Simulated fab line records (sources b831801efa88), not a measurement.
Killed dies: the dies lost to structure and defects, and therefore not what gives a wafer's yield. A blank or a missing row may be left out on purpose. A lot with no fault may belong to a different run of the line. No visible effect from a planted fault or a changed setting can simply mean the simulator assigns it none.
Chamber matching | flow gf180mcu | rie-diel-03 running GF_SAB_ETCH_11: 4 sister chambers
The step etches SiO2 in C4F8/O2/Ar, target depth 55 nm, time 8.5 s. 4 wafers are shown with their chamber, then 7 later ones without.

## WAFERS PAIRED WITH THEIR CHAMBERS
wafer  | chamber | oes-product-au (a.u.)
L686.4 | 2       | 1.016
L687.3 | 1       | 0.988
L688.3 | 3       | 1.016
L691.4 | 0       | 1.019

## WAFERS MISSING THEIR CHAMBER
wafer  | oes-product-au (a.u.)
L691.6 | 1.018
L701.2 | 1.008
L701.3 | 1.010
L701.4 | 1.011
L703.2 | 1.013
L703.5 | 1.014
L703.6 | 1.008

## EACH ONE'S CHAMBER
wafer  | from the rows above          | in truth
L691.6 | can't be placed: 0 or 2 or 3 | 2
L701.2 | can't be placed: 2 or 3 or 0 | 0
L701.3 | can't be placed: 2 or 3 or 0 | 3
L701.4 | can't be placed: 2 or 3 or 0 | 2
L703.2 | can't be placed: 2 or 3 or 0 | 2
L703.5 | can't be placed: 2 or 3 or 0 | 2
L703.6 | can't be placed: 2 or 3 or 0 | 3
Correctly placed: 0 of 7. Unplaceable from these rows: 7, with the true chamber sitting among the candidates in 7. Placed wrongly: 0.
How it was worked out, from the rows above alone: a wafer's distance from a chamber is the root of the sum, over the readings, of the square of ((its reading less the chamber's mean) divided by the reading's scatter). The wafer belongs to the nearest chamber; if the next one is less than 2 further off, it can't be placed. For every chamber, the mean is computed from those of its wafers that are shown. The scatter (one wafer shown for each chamber): square how far every hidden wafer sits from the nearest shown wafer, average those squares and take the square root.
